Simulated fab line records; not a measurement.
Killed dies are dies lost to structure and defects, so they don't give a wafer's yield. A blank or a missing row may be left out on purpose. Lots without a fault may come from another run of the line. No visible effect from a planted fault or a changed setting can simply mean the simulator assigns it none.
Which tool was responsible? + flow sky130 + 72 wafers from 24 lots sampled at 6 of the route's 708 steps

== WHAT THE GAUGES SHOWED, per wafer ==
SKY_METAL1_CD_MEAS_15: target cd 140 nm.
| lot  | measured     | on       | cdNm (nm)         |
|------|--------------|----------|-------------------|
| L074 | day 32 15:16 | cdSem-01 | 141.3 140.1 139.2 |
| L075 | day 33 06:36 | cdSem-01 | 139.0 138.0 138.5 |
| L076 | day 33 10:49 | cdSem-02 | 140.5 139.6 138.6 |
| L077 | day 33 04:27 | cdSem-01 | 144.2 143.7 142.5 |
| L078 | day 33 15:04 | cdSem-01 | 140.2 138.2 138.9 |
| L079 | day 33 18:03 | cdSem-01 | 143.3 143.2 143.4 |
| L080 | day 34 11:30 | cdSem-02 | 140.8 137.8 140.2 |
| L081 | day 35 01:52 | cdSem-01 | 139.4 139.9 139.5 |
| L082 | day 35 03:41 | cdSem-01 | 142.1 141.6 140.7 |
| L083 | day 35 10:59 | cdSem-02 | 141.8 140.0 141.2 |
| L084 | day 35 22:43 | cdSem-02 | 139.1 139.9 139.5 |
| L085 | day 36 20:06 | cdSem-01 | 139.4 139.6 139.9 |
| L086 | day 37 00:04 | cdSem-01 | 140.9 140.3 140.6 |
| L087 | day 37 00:58 | cdSem-02 | 140.5 142.6 139.4 |
| L088 | day 37 06:30 | cdSem-01 | 140.3 140.8 141.0 |
| L089 | day 37 12:01 | cdSem-02 | 140.7 140.7 139.7 |
| L090 | day 37 23:13 | cdSem-01 | 139.9 138.8 138.3 |
| L091 | day 38 02:28 | cdSem-02 | 138.2 140.6 141.0 |
| L092 | day 38 05:46 | cdSem-02 | 137.1 137.6 138.2 |
| L093 | day 38 14:37 | cdSem-02 | 141.7 140.8 140.3 |
| L094 | day 39 07:31 | cdSem-02 | 138.7 139.0 140.7 |
| L095 | day 39 08:53 | cdSem-01 | 142.4 140.6 141.2 |
| L096 | day 39 16:23 | cdSem-01 | 139.5 139.5 140.7 |
| L097 | day 40 04:55 | cdSem-01 | 140.9 140.3 140.2 |

SKY_METAL4_CD_MEAS_13: target cd 300 nm.
| lot  | measured     | on       | cdNm (nm)         |
|------|--------------|----------|-------------------|
| L074 | day 41 18:26 | cdSem-02 | 299.3 300.6 300.3 |
| L075 | day 42 06:40 | cdSem-01 | 298.6 299.2 299.4 |
| L076 | day 42 11:44 | cdSem-01 | 299.9 299.6 300.2 |
| L077 | day 42 06:06 | cdSem-01 | 298.6 299.8 298.8 |
| L078 | day 42 16:31 | cdSem-01 | 299.7 298.4 299.1 |
| L079 | day 43 02:00 | cdSem-01 | 298.3 297.7 300.0 |
| L080 | day 43 09:27 | cdSem-02 | 299.7 299.9 300.4 |
| L081 | day 43 21:23 | cdSem-02 | 295.7 297.0 294.3 |
| L082 | day 43 23:26 | cdSem-02 | 301.6 299.0 300.2 |
| L083 | day 44 04:35 | cdSem-01 | 301.2 299.9 299.4 |
| L084 | day 44 16:43 | cdSem-01 | 300.6 300.0 300.2 |
| L085 | day 45 07:06 | cdSem-01 | 299.6 300.7 300.2 |
| L086 | day 45 12:21 | cdSem-02 | 300.4 300.5 299.0 |
| L087 | day 45 12:42 | cdSem-02 | 299.4 300.0 301.3 |
| L088 | day 45 17:10 | cdSem-02 | 300.0 300.0 299.0 |
| L089 | day 45 19:16 | cdSem-02 | 300.7 300.2 301.4 |
| L090 | day 46 03:13 | cdSem-02 | 297.3 298.5 298.9 |
| L091 | day 46 07:23 | cdSem-02 | 299.1 298.4 296.4 |
| L092 | day 46 11:13 | cdSem-02 | 299.2 300.0 299.7 |
| L093 | day 46 17:15 | cdSem-01 | 300.2 300.1 300.4 |
| L094 | day 47 07:04 | cdSem-01 | 298.3 299.9 297.8 |
| L095 | day 47 08:43 | cdSem-01 | 300.1 298.8 299.1 |
| L096 | day 47 13:45 | cdSem-01 | 300.7 302.2 300.6 |
| L097 | day 47 22:17 | cdSem-01 | 300.4 299.9 298.9 |

SKY_VIA4_THK_MEAS_01.
| lot  | measured     | on           | VIA4_HDPCVD_THK (nm) |
|------|--------------|--------------|----------------------|
| L074 | day 41 19:50 | filmMetro-02 | 1785 1779 1789       |
| L075 | day 42 08:01 | filmMetro-01 | 1804 1789 1773       |
| L076 | day 42 13:01 | filmMetro-04 | 1754 1780 1737       |
| L077 | day 42 07:25 | filmMetro-01 | 1739 1719 1745       |
| L078 | day 42 17:49 | filmMetro-04 | 1743 1751 1735       |
| L079 | day 43 03:18 | filmMetro-01 | 1759 1769 1774       |
| L080 | day 43 10:45 | filmMetro-02 | 1744 1736 1737       |
| L081 | day 43 22:38 | filmMetro-01 | 1730 1766 1750       |
| L082 | day 44 00:52 | filmMetro-01 | 1776 1776 1772       |
| L083 | day 44 05:58 | filmMetro-02 | 1742 1769 1720       |
| L084 | day 44 18:17 | filmMetro-01 | 1729 1760 1770       |
| L085 | day 45 08:20 | filmMetro-01 | 1769 1766 1744       |
| L086 | day 45 13:42 | filmMetro-04 | 1770 1711 1759       |
| L087 | day 45 14:01 | filmMetro-01 | 1755 1756 1797       |
| L088 | day 45 18:28 | filmMetro-01 | 1763 1711 1747       |
| L089 | day 45 20:31 | filmMetro-02 | 1749 1727 1788       |
| L090 | day 46 04:29 | filmMetro-04 | 1758 1758 1747       |
| L091 | day 46 08:40 | filmMetro-01 | 1736 1785 1772       |
| L092 | day 46 12:36 | filmMetro-01 | 1745 1747 1751       |
| L093 | day 46 18:31 | filmMetro-02 | 1754 1727 1740       |
| L094 | day 47 08:28 | filmMetro-02 | 1730 1757 1752       |
| L095 | day 47 10:04 | filmMetro-01 | 1746 1744 1732       |
| L096 | day 47 14:59 | filmMetro-04 | 1774 1788 1774       |
| L097 | day 47 23:32 | filmMetro-04 | 1762 1786 1751       |

== WHICH TOOL RAN EACH LOT (tool, then ch and the chambers of the sampled wafers, then the start) ==
| lot  | SKY_VT_ADJUST_LVTN_STRIP_20         | SKY_METAL1_SPUTTER_03       | SKY_CAPM_CVD_00                 |
|------|-------------------------------------|-----------------------------|---------------------------------|
| L074 | plasmaAsher-04 ch 0,1, day 7 10:05  | pvdSputter-04, day 31 13:05 | pecvd-02 ch 0,1,2, day 36 05:37 |
| L075 | plasmaAsher-04 ch 0,1, day 7 18:44  | pvdSputter-03, day 32 03:44 | pecvd-04 ch 0,1,2, day 36 20:49 |
| L076 | plasmaAsher-02 ch 0,1, day 7 23:23  | pvdSputter-01, day 32 08:26 | pecvd-02 ch 1,2, day 37 00:49   |
| L077 | plasmaAsher-02 ch 1, day 8 05:38    | pvdSputter-03, day 32 02:31 | pecvd-03 ch 0,1,2, day 36 19:08 |
| L078 | plasmaAsher-04 ch 0,1, day 8 13:41  | pvdSputter-03, day 32 12:47 | pecvd-02 ch 1,2, day 37 05:46   |
| L079 | plasmaAsher-04 ch 0,1, day 8 16:35  | pvdSputter-04, day 32 16:00 | pecvd-03 ch 0,1,2, day 37 08:44 |
| L080 | plasmaAsher-02 ch 0,1, day 9 03:59  | pvdSputter-01, day 33 09:10 | pecvd-03 ch 0,1, day 38 02:41   |
| L081 | plasmaAsher-02 ch 0,1, day 9 10:32  | pvdSputter-03, day 33 23:30 | pecvd-03 ch 1,2, day 38 16:32   |
| L082 | plasmaAsher-02 ch 0,1, day 9 16:26  | pvdSputter-03, day 34 00:55 | pecvd-04 ch 1,2, day 38 19:02   |
| L083 | plasmaAsher-01 ch 0,1, day 9 21:49  | pvdSputter-01, day 34 08:07 | pecvd-04 ch 0,2, day 39 01:59   |
| L084 | plasmaAsher-04 ch 0, day 10 07:57   | pvdSputter-04, day 34 19:40 | pecvd-04 ch 0,2, day 39 14:07   |
| L085 | plasmaAsher-04 ch 0,1, day 10 16:10 | pvdSputter-01, day 35 16:54 | pecvd-03 ch 1,2, day 40 09:28   |
| L086 | plasmaAsher-04 ch 0,1, day 10 23:44 | pvdSputter-01, day 35 20:44 | pecvd-02 ch 1,2, day 40 13:31   |
| L087 | plasmaAsher-02 ch 0,1, day 11 03:17 | pvdSputter-01, day 35 21:41 | pecvd-04 ch 0,1,2, day 40 14:22 |
| L088 | plasmaAsher-01 ch 0,1, day 11 12:29 | pvdSputter-01, day 36 02:42 | pecvd-04 ch 0,1, day 40 18:20   |
| L089 | plasmaAsher-01 ch 0,1, day 11 17:38 | pvdSputter-04, day 36 08:42 | pecvd-04 ch 0,1, day 40 22:20   |
| L090 | plasmaAsher-04 ch 0,1, day 12 04:50 | pvdSputter-03, day 36 20:15 | pecvd-02 ch 0,2, day 41 08:19   |
| L091 | plasmaAsher-02 ch 0,1, day 12 10:47 | pvdSputter-03, day 36 23:32 | pecvd-02 ch 1,2, day 41 11:32   |
| L092 | plasmaAsher-04 ch 0,1, day 12 16:20 | pvdSputter-01, day 37 02:05 | pecvd-04 ch 0,1, day 41 15:50   |
| L093 | plasmaAsher-04 ch 0,1, day 13 00:02 | pvdSputter-03, day 37 11:51 | pecvd-03 ch 1,2, day 41 22:47   |
| L094 | plasmaAsher-02 ch 0,1, day 13 13:05 | pvdSputter-04, day 38 05:01 | pecvd-04 ch 0,1,2, day 42 14:50 |
| L095 | plasmaAsher-04 ch 0,1, day 13 19:28 | pvdSputter-01, day 38 06:45 | pecvd-02 ch 0,2, day 42 16:01   |
| L096 | plasmaAsher-02 ch 0,1, day 13 20:16 | pvdSputter-03, day 38 14:34 | pecvd-03 ch 1,2, day 42 22:15   |
| L097 | plasmaAsher-02 ch 0,1, day 14 08:47 | pvdSputter-04, day 39 03:02 | pecvd-02 ch 0,2, day 43 09:35   |
- SKY_VT_ADJUST_LVTN_STRIP_20: strips in O2/N2.
- SKY_METAL1_SPUTTER_03: material Ti, target thk 5 nm, time 3.3 s.
- SKY_CAPM_CVD_00: deposits SiO2, target thk 15.5 nm.

== AS READ BY THE TOOLS THEMSELVES (means over the sampled wafers that have a number; for cases with no such wafer, the mark the record gives instead) ==
SKY_VT_ADJUST_LVTN_STRIP_20.
| lot  | tool           | drypumpMotorCurrentA (A) | oesProductAu (a.u.) | stripTimeToEndpointS (s) |
|------|----------------|--------------------------|---------------------|--------------------------|
| L074 | plasmaAsher-04 | 5.9                      | 0.717               | 14.17                    |
| L075 | plasmaAsher-04 | 5.9                      | 0.714               | 14.16                    |
| L076 | plasmaAsher-02 | 5.4                      | 0.720               | 14.22                    |
| L077 | plasmaAsher-02 | 5.4                      | 0.716               | 14.21                    |
| L078 | plasmaAsher-04 | 6.0                      | 0.718               | 14.20                    |
| L079 | plasmaAsher-04 | 5.9                      | 0.716               | 14.12                    |
| L080 | plasmaAsher-02 | 5.4                      | 0.715               | 14.21                    |
| L081 | plasmaAsher-02 | 5.4                      | 0.713               | 14.21                    |
| L082 | plasmaAsher-02 | 5.3                      | 0.711               | 14.23                    |
| L083 | plasmaAsher-01 | 5.3                      | 0.715               | 14.14                    |
| L084 | plasmaAsher-04 | 5.9                      | 0.718               | 14.16                    |
| L085 | plasmaAsher-04 | 6.0                      | 0.717               | 14.26                    |
| L086 | plasmaAsher-04 | 5.9                      | 0.718               | 14.25                    |
| L087 | plasmaAsher-02 | 5.3                      | 0.717               | 14.17                    |
| L088 | plasmaAsher-01 | 5.7                      | 0.715               | 14.19                    |
| L089 | plasmaAsher-01 | 5.3                      | 0.712               | 14.24                    |
| L090 | plasmaAsher-04 | 5.9                      | 0.716               | 14.21                    |
| L091 | plasmaAsher-02 | 5.4                      | 0.715               | 14.23                    |
| L092 | plasmaAsher-04 | 6.0                      | 0.716               | 14.26                    |
| L093 | plasmaAsher-04 | 5.9                      | 0.711               | 14.20                    |
| L094 | plasmaAsher-02 | 5.3                      | 0.712               | 14.20                    |
| L095 | plasmaAsher-04 | 5.9                      | 0.716               | 14.25                    |
| L096 | plasmaAsher-02 | 5.3                      | 0.715               | 14.18                    |
| L097 | plasmaAsher-02 | 5.3                      | 0.711               | 14.22                    |

SKY_METAL1_SPUTTER_03.
| lot  | tool          | throttleValvePct (%) |
|------|---------------|----------------------|
| L074 | pvdSputter-04 | 29.1                 |
| L075 | pvdSputter-03 | 28.9                 |
| L076 | pvdSputter-01 | 29.8                 |
| L077 | pvdSputter-03 | 28.7                 |
| L078 | pvdSputter-03 | 28.7                 |
| L079 | pvdSputter-04 | 29.5                 |
| L080 | pvdSputter-01 | 29.7                 |
| L081 | pvdSputter-03 | 28.7                 |
| L082 | pvdSputter-03 | 28.5                 |
| L083 | pvdSputter-01 | 29.6                 |
| L084 | pvdSputter-04 | 29.1                 |
| L085 | pvdSputter-01 | 29.9                 |
| L086 | pvdSputter-01 | 29.7                 |
| L087 | pvdSputter-01 | 29.8                 |
| L088 | pvdSputter-01 | 29.4                 |
| L089 | pvdSputter-04 | 29.8                 |
| L090 | pvdSputter-03 | 28.6                 |
| L091 | pvdSputter-03 | 28.8                 |
| L092 | pvdSputter-01 | 29.7                 |
| L093 | pvdSputter-03 | 28.7                 |
| L094 | pvdSputter-04 | 29.6                 |
| L095 | pvdSputter-01 | 29.9                 |
| L096 | pvdSputter-03 | 28.9                 |
| L097 | pvdSputter-04 | 29.6                 |

SKY_CAPM_CVD_00.
| lot  | tool     | heaterPowerW (W) |
|------|----------|------------------|
| L074 | pecvd-02 | 768              |
| L075 | pecvd-04 | 780              |
| L076 | pecvd-02 | 738              |
| L077 | pecvd-03 | 756              |
| L078 | pecvd-02 | 739              |
| L079 | pecvd-03 | 739              |
| L080 | pecvd-03 | 880              |
| L081 | pecvd-03 | 688              |
| L082 | pecvd-04 | 767              |
| L083 | pecvd-04 | 785              |
| L084 | pecvd-04 | 722              |
| L085 | pecvd-03 | 674              |
| L086 | pecvd-02 | 816              |
| L087 | pecvd-04 | 747              |
| L088 | pecvd-04 | 716              |
| L089 | pecvd-04 | 757              |
| L090 | pecvd-02 | 844              |
| L091 | pecvd-02 | 744              |
| L092 | pecvd-04 | 718              |
| L093 | pecvd-03 | 709              |
| L094 | pecvd-04 | 778              |
| L095 | pecvd-02 | 784              |
| L096 | pecvd-03 | 618              |
| L097 | pecvd-02 | 770              |

== THE ANSWER, worked out from the rows above alone ==
Rule: the usual values come from the lots themselves. Put in order of their means at a reading, lots are off if they are a third of the lots or fewer, leave a main group of 4 or more, and stand apart from it by a gap of 3 or more times the standard deviation of the main group's means; of several such gaps the widest counts. Not used: any main group whose means are identical at the precision the tables above print for the reading. Also off: a lot with no number at a reading for which 4 or more lots have one. The other lots that the step has rows for count as sound. Order of review: gauges by route order, followed by the tools' own readings, for which a lot's mean as printed above is used. The first step at which some lot is off is used, and at that step the reading that is off furthest; a lot without a number counts as furthest.
Nothing can be told from this: no lot is off at any reading shown.

== WHAT THE SIMULATOR HAD INSERTED ==
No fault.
